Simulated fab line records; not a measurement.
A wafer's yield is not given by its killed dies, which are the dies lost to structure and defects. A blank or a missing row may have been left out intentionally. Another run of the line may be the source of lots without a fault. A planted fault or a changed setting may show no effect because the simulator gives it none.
fab line records	flow sfqLine
record: lots: 6	wafers: 18	lastDay: 96
route steps=325 shown R5@216 I5@228 C5@240 M6@251
lots that met no fault: taken from a fault-free run of the same line
startH: hours from the record's opening day to when the first of the lot's shown wafers began	waitH: hours since the lot's step before	" as in the row above	L1.1+2: one row covering several wafers at once	- either no value or no given start	* or withheld: withheld	< > ~ a bound
route shown NAME@n: a module of which the file shows steps, and the number in the route of the first	usual: mean and standard deviation over wafers with no fault	same: alike in all rows	chamber/n: place in a boat	sites: the reading at each site	_std_site: the values' standard deviation	_edge_site: outer sites' mean less inner sites'	radiusMm: for every site, how far away it sits from the centre of the wafer	mask NAME#n: copy n	behind: the most recent tool/chamber to have shaped the wafer	hold: reason for holding the lot/hours on hold/outcome of the hold	device: transistor that didn't switch, given as n, p or np	end of line: tests of these same wafers at the route's end	a step without rows: its recipe alone	killed: dies that structure and defects cost at the first sort, which is not the same as the wafer's yield	map: dies across one wafer; x = killed, . = not, _ = none there
set.NAME: the run value of the setting; set.NAME@STEP: its run value at that earlier step	model.NAME: the simulator's own value behind a step, which no gauge read
lots at some steps of the route; a table a step, a row a wafer
services: a tool's chamber out of use, with start hour (startH, from the record's first day; less than 0 if before it), hours out, and reason
== steps ==
step: SFQ_R5_THK_MEAS_934
recipe: thkMeasGauge: xrf	reads: MoNx_of_TRILAYER_R5_DEP_SPUTTER_133
usual: R5_MONX_THK: 39.6/0.55
lot.wafer	tool	chamber	startH	waitH	R5_MONX_THK[nm]
L949.2	filmMetro-01	-	1346.47	0.1	39.3
L949.3	"	-	"	"	39.2
L949.4	"	-	"	"	39.4
L951.1	filmMetro-01	-	1358.07	0.1	38.9
L951.5	"	-	"	"	39.2
L951.6	"	-	"	"	38.9
L955.1	filmMetro-01	-	1400.24	0.1	41.0
L955.2	"	-	"	"	40.9
L955.5	"	-	"	"	41.2
L961.2	filmMetro-04	-	1500.45	0.1	40.4
L961.3	"	-	"	"	40.7
L961.5	"	-	"	"	40.3
L963.1	filmMetro-01	-	1581.82	0.1	39.0
L963.2	"	-	"	"	39.2
L963.3	"	-	"	"	38.8
L971.1	filmMetro-02	-	1794.82	0.1	39.6
L971.2	"	-	"	"	39.5
L971.3	"	-	"	"	39.2
step: SFQ_TRILAYER_R5_LITHO_COAT_141
recipe: resist: BARC	spinRpm: 3000	resistThkNm: 62
step: SFQ_TRILAYER_R5_LITHO_COAT_136
recipe: resist: KrF	spinRpm: 3000	resistThkNm: 600
step: SFQ_TRILAYER_R5_LITHO_SOFTBAKE_140
recipe: tempC: withheld	timeS: withheld	resist: KrF
step: SFQ_TRILAYER_R5_LITHO_EXPOSE_137
recipe: maskId: R5	na: 0.6	sourceShape: conventional	sigmaOuter: 0.65	targetCdNm: 500	doseMj: 14.4
step: SFQ_TRILAYER_R5_LITHO_PEB_139
recipe: pebTempC: 115	pebTimeS: 60	resist: KrF
step: SFQ_TRILAYER_R5_LITHO_DEVELOP_138
recipe: timeS: 60	resist: KrF
step: SFQ_R5_OVL_MEAS_935
usual: R5_OVL: 2/6
lot.wafer	tool	chamber	startH	waitH	R5_OVL[nm]
L949.2	overlay-01	-	1481.85	0.1	0
L949.3	"	-	"	"	0
L949.4	"	-	"	"	4
L951.1	overlay-01	-	1493.57	0.1	-2
L951.5	"	-	"	"	-1
L951.6	"	-	"	"	1
L955.1	overlay-02	-	1518.77	0.1	3
L955.2	"	-	"	"	1
L955.5	"	-	"	"	6
L961.2	overlay-01	-	1557.27	0.1	12
L961.3	"	-	"	"	10
L961.5	"	-	"	"	4
L963.1	overlay-02	-	1584.65	0.1	-3
L963.2	"	-	"	"	-5
L963.3	"	-	"	"	-3
L971.1	overlay-02	-	1891.02	0.1	7
L971.2	"	-	"	"	5
L971.3	"	-	"	"	5
step: SFQ_TRILAYER_R5_BARC_OPEN_METAL_ETCH_177
recipe: maskMaterial: PR	chemistry: O2	targetDepthNm: 125	target: BARC	icpW: 600	biasW: 80	pressureMtorr: 10	timeS: 41.7
usual: chamberPressureMTorr: 10.001/0.0099	drypumpMotorCurrentA: 6.0/0.34	oesProductAu: 0.686/0.0045
lot.wafer	tool	chamber	startH	waitH	chamberPressureMTorr	drypumpMotorCurrentA	oesProductAu	rfHoursCounterH
L949.2	rieMetal-04	0	1481.88	0.0	9.999	5.7	0.688	51
L949.3	"	0	"	"	9.996	5.7	0.684	-
L949.4	"	1	"	"	10.004	6.4	0.681	-
L951.1	rieMetal-04	1	1493.61	0.0	10.007	6.4	0.692	10
L951.5	"	1	"	"	9.997	6.4	0.690	-
L951.6	"	0	"	"	9.995	5.7	0.685	-
L955.1	rieMetal-02	1	1518.81	0.0	9.994	6.0	0.696	112
L955.2	"	0	"	"	10.000	5.5	0.686	21
L955.5	"	1	"	"	9.988	6.0	0.688	-
L961.2	rieMetal-03	0	1557.30	0.0	10.015	6.3	0.684	16
L961.3	"	1	"	"	10.013	5.8	0.689	-
L961.5	"	1	"	"	10.006	5.8	0.683	-
L963.1	rieMetal-02	0	1584.69	0.0	9.991	5.5	0.687	31
L963.2	"	1	"	"	10.010	6.0	0.680	122
L963.3	"	0	"	"	9.996	5.5	0.685	-
L971.1	rieMetal-02	1	1891.05	0.0	10.017	6.0	0.690	25
L971.2	"	0	"	"	9.991	5.5	0.691	73
L971.3	"	1	"	"	10.001	6.0	0.688	-
step: SFQ_TRILAYER_R5_ETCH_METAL_ETCH_139
recipe: stopOn: SiO2	maskMaterial: PR	chemistry: Cl2	targetDepthNm: 60	icpW: 600	biasW: 80	pressureMtorr: 10	timeS: 40
usual: chamberPressureMTorr: 10.002/0.0096	drypumpMotorCurrentA: 6.0/0.34	oesProductAu: 0.988/0.0055
lot.wafer	tool	chamber	startH	waitH	chamberPressureMTorr	drypumpMotorCurrentA	oesProductAu	rfHoursCounterH
L949.2	rieMetal-04	0	1481.94	0.0	10.005	5.7	0.987	51
L949.3	"	0	"	"	10.004	5.7	0.998	-
L949.4	"	1	"	"	10.009	6.4	0.993	-
L951.1	rieMetal-04	1	1493.67	0.0	10.005	6.4	0.986	10
L951.5	"	1	"	"	10.007	6.4	1.004	-
L951.6	"	0	"	"	10.011	5.7	0.995	-
L955.1	rieMetal-02	1	1518.87	0.0	10.009	6.0	0.978	112
L955.2	"	0	"	"	10.021	5.5	0.989	21
L955.5	"	1	"	"	10.010	6.0	0.980	-
L961.2	rieMetal-03	0	1557.36	0.0	10.008	6.3	0.991	16
L961.3	"	1	"	"	9.990	5.8	0.986	-
L961.5	"	1	"	"	10.003	5.8	0.990	-
L963.1	rieMetal-02	0	1584.75	0.0	9.994	5.5	0.989	31
L963.2	"	1	"	"	10.023	6.0	0.983	122
L963.3	"	0	"	"	10.008	5.5	0.983	-
L971.1	rieMetal-02	1	1891.11	0.0	10.006	6.0	1.000	25
L971.2	"	0	"	"	9.996	5.5	0.994	73
L971.3	"	1	"	"	10.011	6.0	0.993	-
step: SFQ_TRILAYER_R5_STRIP_STRIP_140
recipe: gas: O2	powerW: 200	platenTempC: 40	overashFraction: 0.65	chemistry: O2	pressureMtorr: 50
step: SFQ_TRILAYER_R5_STRIP_SOLV_CLEAN_141
recipe: chemistry: NMP	tempC: 70	timeS: 600
step: SFQ_TRILAYER_A5C_DEP_PECVD_142
recipe: material: SiO2	tempC: 150	timeS: 15.556	pressureTorr: 2.4	rfW: 183.3	precursor: SiH4/N2O	targetThkNm: 70
usual: heaterPowerW: 87/19	throttleValvePct: 24.6/1.1
lot.wafer	tool	chamber	startH	waitH	heaterPowerW	throttleValvePct
L949.2	pecvd-04	2	1482.77	0.0	91	25.4
L949.3	"	0	"	"	73	26.2
L949.4	"	0	"	"	74	26.5
L951.1	pecvd-03	1	1494.50	0.0	87	24.7
L951.5	"	1	"	"	85	24.8
L951.6	"	2	"	"	96	23.9
L955.1	pecvd-02	0	1519.74	0.0	88	23.7
L955.2	"	1	"	"	68	22.6
L955.5	"	0	"	"	85	23.7
L955.1	pecvd-02	0	1519.93	0.2	87	23.9
L955.2	"	1	"	"	68	22.6
L955.5	"	0	"	"	87	23.9
L961.2	pecvd-02	1	1558.19	0.0	61	23.0
L961.3	"	2	"	"	86	23.6
L961.5	"	2	"	"	87	23.8
L961.2	pecvd-02	1	1558.38	0.2	60	22.6
L961.3	"	2	"	"	89	23.7
L961.5	"	2	"	"	89	23.8
L963.1	pecvd-04	1	1585.58	0.0	130	24.8
L963.2	"	2	"	"	79	25.7
L963.3	"	0	"	"	75	26.9
L971.1	pecvd-04	0	1891.95	0.0	81	26.6
L971.2	"	2	"	"	83	25.7
L971.3	"	1	"	"	122	25.0
step: SFQ_TRILAYER_I5_LITHO_COAT_149
recipe: resist: BARC	spinRpm: 3000	resistThkNm: 62
step: SFQ_TRILAYER_I5_LITHO_COAT_144
recipe: resist: KrF	spinRpm: 3000	resistThkNm: 650
step: SFQ_TRILAYER_I5_LITHO_SOFTBAKE_148
recipe: tempC: withheld	timeS: withheld	resist: KrF
step: SFQ_TRILAYER_I5_LITHO_EXPOSE_145
recipe: maskId: I5	na: 0.6	sourceShape: conventional	sigmaOuter: 0.65	targetCdNm: 700	doseMj: 21.3
step: SFQ_TRILAYER_I5_LITHO_PEB_147
recipe: pebTempC: 115	pebTimeS: 60	resist: KrF
step: SFQ_TRILAYER_I5_LITHO_DEVELOP_146
recipe: timeS: 60	resist: KrF
step: SFQ_I5_OVL_MEAS_936
usual: I5_OVL: 1/4.5
lot.wafer	tool	chamber	startH	waitH	I5_OVL[nm]
L949.2	overlay-01	-	1590.74	0.1	-5
L949.3	"	-	"	"	0
L949.4	"	-	"	"	1
L951.1	overlay-01	-	1608.86	0.1	8
L951.5	"	-	"	"	6
L951.6	"	-	"	"	1
L955.1	overlay-01	-	1650.03	0.1	0
L955.2	"	-	"	"	6
L955.5	"	-	"	"	2
L961.2	overlay-01	-	1694.51	0.1	8
L961.3	"	-	"	"	15
L961.5	"	-	"	"	11
L963.1	overlay-02	-	1718.51	0.1	7
L963.2	"	-	"	"	3
L963.3	"	-	"	"	4
L971.1	overlay-01	-	1894.22	0.1	-4
L971.2	"	-	"	"	3
L971.3	"	-	"	"	0
step: SFQ_TRILAYER_I5_BARC_OPEN_VIA_ETCH_200
recipe: maskMaterial: PR	chemistry: O2	targetDepthNm: 125	target: BARC	sourceW: 500	biasW: 80	pressureMtorr: 30	timeS: 41.7
usual: chamberPressureMTorr: 29.997/0.026	drypumpMotorCurrentA: 5.9/0.4	oesProductAu: 0.685/0.0047
lot.wafer	tool	chamber	startH	waitH	chamberPressureMTorr	drypumpMotorCurrentA	oesProductAu	rfHoursCounterH
L949.2	rieDiel-03	2	1590.77	0.0	30.015	6.5	0.677	10
L949.3	"	0	"	"	29.995	6.4	0.694	8
L949.4	"	3	"	"	29.995	6.2	0.691	16
L951.1	rieDiel-01	3	1608.90	0.0	29.947	5.3	0.686	17
L951.5	"	2	"	"	29.980	6.1	0.677	-
L951.6	"	1	"	"	30.008	5.9	0.687	-
L955.1	rieDiel-01	1	1650.06	0.0	30.011	5.9	0.674	10
L955.2	"	2	"	"	30.003	6.1	0.678	13
L955.5	"	3	"	"	29.990	5.3	0.687	-
L961.2	rieDiel-03	2	1694.54	0.0	29.986	6.5	0.679	12
L961.3	"	1	"	"	30.044	5.4	0.679	17
L961.5	"	0	"	"	30.007	6.4	0.683	-
L963.1	rieDiel-01	3	1718.54	0.0	29.998	5.3	0.682	19
L963.2	"	2	"	"	30.017	6.1	0.684	14
L963.3	"	0	"	"	29.985	5.4	0.687	17
L971.1	rieDiel-02	0	1894.26	0.0	30.018	6.1	0.694	1
L971.2	"	3	"	"	29.984	6.4	0.684	19
L971.3	"	2	"	"	29.996	6.3	0.686	16
step: SFQ_TRILAYER_I5_ETCH_VIA_ETCH_147
recipe: stopOn: Nb	maskMaterial: PR	chemistry: CHF3	targetDepthNm: 360	sourceW: 500	biasW: 80	pressureMtorr: 30	timeS: withheld
step: SFQ_TRILAYER_I5_STRIP_STRIP_148
recipe: gas: O2	powerW: 200	platenTempC: 40	overashFraction: 0.65	chemistry: O2	pressureMtorr: 51.21
usual: chamberPressureMTorr: 51.21/0.043	drypumpMotorCurrentA: 5.87/0.29	oesProductAu: 0.998/0.0087
lot.wafer	tool	chamber	startH	waitH	chamberPressureMTorr	drypumpMotorCurrentA	oesProductAu	rfHoursCounterH
L949.2	rieMetal-01	0	1590.96	-	51.25	5.65	0.997	9
L949.3	"	0	"	"	51.28	5.65	0.997	-
L949.4	"	1	"	"	51.18	5.88	1.003	-
L951.1	rieMetal-03	1	1609.09	-	51.19	5.82	0.983	107
L951.5	"	1	"	"	51.17	5.82	1.000	-
L951.6	"	0	"	"	51.22	6.32	0.998	-
L955.1	rieMetal-01	1	1650.25	-	51.16	5.85	1.021	57
L955.2	"	0	"	"	51.21	5.62	1.007	19
L955.5	"	0	"	"	51.18	5.62	1.009	-
L961.2	rieMetal-03	0	1694.73	-	51.21	6.34	0.998	37
L961.3	"	0	"	"	51.23	6.33	0.997	-
L961.5	"	0	"	"	51.20	6.33	1.002	-
L963.1	rieMetal-03	0	1718.73	-	51.24	6.37	1.011	39
L963.2	"	1	"	"	51.18	5.85	1.003	123
L963.3	"	1	"	"	51.20	5.84	0.991	-
L971.1	rieMetal-03	0	1894.45	-	51.23	6.33	1.003	67
L971.2	"	1	"	"	51.22	5.83	0.997	13
L971.3	"	1	"	"	51.22	5.84	0.998	-
step: SFQ_TRILAYER_I5_STRIP_SOLV_CLEAN_149
recipe: chemistry: NMP	tempC: 70	timeS: 600
step: SFQ_TRILAYER_C5_LITHO_COAT_156
recipe: resist: BARC	spinRpm: 3000	resistThkNm: 62
step: SFQ_TRILAYER_C5_LITHO_COAT_151
recipe: resist: KrF	spinRpm: 3000	resistThkNm: 650
step: SFQ_TRILAYER_C5_LITHO_SOFTBAKE_155
recipe: tempC: withheld	timeS: withheld	resist: KrF
step: SFQ_TRILAYER_C5_LITHO_EXPOSE_152
recipe: maskId: C5	na: 0.6	sourceShape: conventional	sigmaOuter: 0.65	targetCdNm: 500	doseMj: 21.3
step: SFQ_TRILAYER_C5_LITHO_PEB_154
recipe: pebTempC: 115	pebTimeS: 60	resist: KrF
step: SFQ_TRILAYER_C5_LITHO_DEVELOP_153
recipe: timeS: 60	resist: KrF
step: SFQ_C5_OVL_MEAS_937
usual: C5_OVL: 0/5.6
lot.wafer	tool	chamber	startH	waitH	C5_OVL[nm]
L949.2	overlay-01	-	1593.99	0.1	-5
L949.3	"	-	"	"	-1
L949.4	"	-	"	"	-6
L951.1	overlay-01	-	1614.31	0.1	3
L951.5	"	-	"	"	-2
L951.6	"	-	"	"	2
L955.1	overlay-02	-	1654.78	0.1	1
L955.2	"	-	"	"	-1
L955.5	"	-	"	"	3
L961.2	overlay-02	-	1815.42	0.1	6
L961.3	"	-	"	"	7
L961.5	"	-	"	"	12
L963.1	overlay-01	-	1832.22	0.1	-10
L963.2	"	-	"	"	1
L963.3	"	-	"	"	-10
L971.1	overlay-02	-	1897.47	0.1	8
L971.2	"	-	"	"	3
L971.3	"	-	"	"	4
step: SFQ_TRILAYER_C5_BARC_OPEN_VIA_ETCH_210
recipe: maskMaterial: PR	chemistry: O2	targetDepthNm: 125	target: BARC	sourceW: 500	biasW: 80	pressureMtorr: 30	timeS: 41.7
step: SFQ_TRILAYER_C5_ETCH_VIA_ETCH_154
recipe: target: SiO2	maskMaterial: PR	chemistry: CHF3	targetDepthNm: 84	sourceW: 500	biasW: 78.11	pressureMtorr: 30	timeS: withheld	stopOn: Nb
usual: chamberPressureMTorr: 30.000/0.026	drypumpMotorCurrentA: 5.8/0.36	oesProductAu: 0.894/0.0076
lot.wafer	tool	chamber	startH	waitH	chamberPressureMTorr	drypumpMotorCurrentA	oesProductAu	model.etch.depthNm	model.C5.featureDepthNm
L949.2	rieDiel-01	3	1594.06	0.0	29.976	5.3	0.895	69.98	69.98
L949.3	"	2	"	"	30.081	6.2	0.893	69.21	69.21
L949.4	"	1	"	"	30.000	6.0	0.893	69.33	69.33
L951.1	rieDiel-04	3	1614.39	0.0	30.008	5.6	0.889	68.96	68.96
L951.5	"	2	"	"	29.993	6.2	0.900	70.58	70.58
L951.6	"	1	"	"	30.011	5.3	0.904	71.29	71.29
L955.1	rieDiel-01	2	1654.88	0.0	29.988	6.2	1.009	84.22	84.22
L955.2	"	3	"	"	30.012	5.3	0.997	83.07	83.07
L955.5	"	2	"	"	29.979	6.1	1.001	83.96	83.96
L961.2	rieDiel-04	2	1815.49	0.0	30.012	6.2	0.988	83.13	83.13
L961.3	"	1	"	"	29.978	5.3	1.003	85.08	85.08
L961.5	"	0	"	"	30.026	6.0	0.999	83.68	83.68
L963.1	rieDiel-01	2	1832.29	0.0	29.955	6.1	0.906	70.87	70.87
L963.2	"	3	"	"	29.971	5.3	0.888	69.09	69.09
L963.3	"	0	"	"	30.039	5.4	0.888	69.62	69.62
L971.1	rieDiel-04	1	1897.55	0.0	29.997	5.3	0.893	69.87	69.87
L971.2	"	2	"	"	30.011	6.2	0.892	69.49	69.49
L971.3	"	3	"	"	30.017	5.6	0.890	69.05	69.05
step: SFQ_TRILAYER_C5_STRIP_STRIP_155
recipe: gas: O2	powerW: 200	platenTempC: 40	overashFraction: 0.65	chemistry: O2	pressureMtorr: 50
step: SFQ_TRILAYER_C5_STRIP_SOLV_CLEAN_156
recipe: chemistry: NMP	tempC: 70	timeS: 600
step: SFQ_TRILAYER_M6_DEP_PRE_CLEAN_158
recipe: gas: Ar	timeS: 22.5	biasV: 250
lot.wafer	tool	chamber	startH	waitH	model.SiO2_of_TRILAYER_A5C_DEP_PECVD_142.thkNm
L949.2	pvdSputter-04	-	1594.90	0.0	62.48
L949.3	"	-	"	"	61.71
L949.4	"	-	"	"	61.83
L951.1	pvdSputter-04	-	1615.39	0.0	61.46
L951.5	"	-	"	"	63.08
L951.6	"	-	"	"	63.79
L955.1	pvdSputter-03	-	1656.32	0.0	133.4
L955.2	"	-	"	"	132.8
L955.5	"	-	"	"	136.6
L961.2	pvdSputter-04	-	1816.32	0.0	131.5
L961.3	"	-	"	"	131.7
L961.5	"	-	"	"	136.7
L963.1	pvdSputter-04	-	1833.29	0.0	63.37
L963.2	"	-	"	"	61.59
L963.3	"	-	"	"	62.12
L971.1	pvdSputter-04	-	1898.37	0.0	62.37
L971.2	"	-	"	"	61.99
L971.3	"	-	"	"	61.55
step: SFQ_TRILAYER_M6_DEP_SPUTTER_157
recipe: material: Nb	basePressurePa: 1.33e-06	chamberPressurePa: 0.1333	substrateTempC: 20	targetThkNm: 200	powerW: 2000	timeS: 133.3
usual: throttleValvePct: 29.7/0.81
lot.wafer	tool	chamber	startH	waitH	throttleValvePct
L949.2	pvdSputter-04	-	1594.93	0.0	28.6
L949.3	"	-	"	"	30.5
L949.4	"	-	"	"	29.5
L951.1	pvdSputter-04	-	1615.41	0.0	29.7
L951.5	"	-	"	"	29.6
L951.6	"	-	"	"	28.8
L955.1	pvdSputter-03	-	1656.35	0.0	30.2
L955.2	"	-	"	"	30.2
L955.5	"	-	"	"	30.3
L961.2	pvdSputter-04	-	1816.35	0.0	28.6
L961.3	"	-	"	"	29.7
L961.5	"	-	"	"	29.3
L963.1	pvdSputter-04	-	1833.32	0.0	30.3
L963.2	"	-	"	"	29.6
L963.3	"	-	"	"	30.4
L971.1	pvdSputter-04	-	1898.40	0.0	28.7
L971.2	"	-	"	"	29.4
L971.3	"	-	"	"	30.2
== services ==
tool	chamber	startH	hours	kind
rieDiel-01	-	1469.41	15.6	pm
rieDiel-01	2	1485.50	4.3	repair
pvdSputter-04	-	1486.79	4.1	repair
pvdSputter-04	-	1518.09	2.0	repair
pvdSputter-04	-	1559.85	4.2	repair
pecvd-02	-	1562.37	6.0	pm
rieDiel-01	3	1563.21	7.2	repair
rieMetal-04	-	1571.34	14.6	pm
pvdSputter-04	-	1579.61	0.9	repair
rieMetal-04	0	1598.16	22.3	repair
pecvd-02	2	1610.51	4.1	repair
rieDiel-01	1	1612.86	8.1	repair
rieMetal-02	-	1615.47	0.2	repair
rieDiel-01	0	1648.34	14.1	repair
rieDiel-01	1	1654.09	6.5	repair
pvdSputter-04	-	1692.21	12.8	repair
pvdSputter-04	-	1739.84	5.1	repair
rieDiel-01	3	1743.61	35.9	repair
rieDiel-01	2	1748.94	3.0	repair
rieDiel-01	1	1750.92	1.6	repair
rieMetal-03	1	1763.47	5.0	repair
rieDiel-01	2	1774.12	3.0	repair
rieMetal-03	-	1844.59	0.3	repair
pvdSputter-04	-	1884.74	6.3	repair
== key ==
firstSign: step: SFQ_TRILAYER_A5C_DEP_PECVD_142	reading: visit	direction: added
effect: step: SFQ_TRILAYER_C5_ETCH_VIA_ETCH_154	reading: oesProductAu	direction: up	sigmas: 14	usual: 0.894	struck: 0.999
modelEffect: step: SFQ_TRILAYER_C5_ETCH_VIA_ETCH_154	value: etch.depthNm	without: 70.51	struck: 83.85
modelEffect: step: SFQ_TRILAYER_M6_DEP_PRE_CLEAN_158	value: SiO2_of_TRILAYER_A5C_DEP_PECVD_142.thkNm	without: 63.01	struck: 133.8
metAt SFQ_TRILAYER_A5C_DEP_PECVD_142
struckWafers L955.1,L955.2,L955.5,L961.2,L961.3,L961.5
fault: kind: repeatedStepWhole	tool: pecvd-02,pecvd-03,pecvd-04	chamber: -	onsetH: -	steps: SFQ_TRILAYER_A5C_DEP_PECVD_142	times: 1	scope: struckLotsOnly
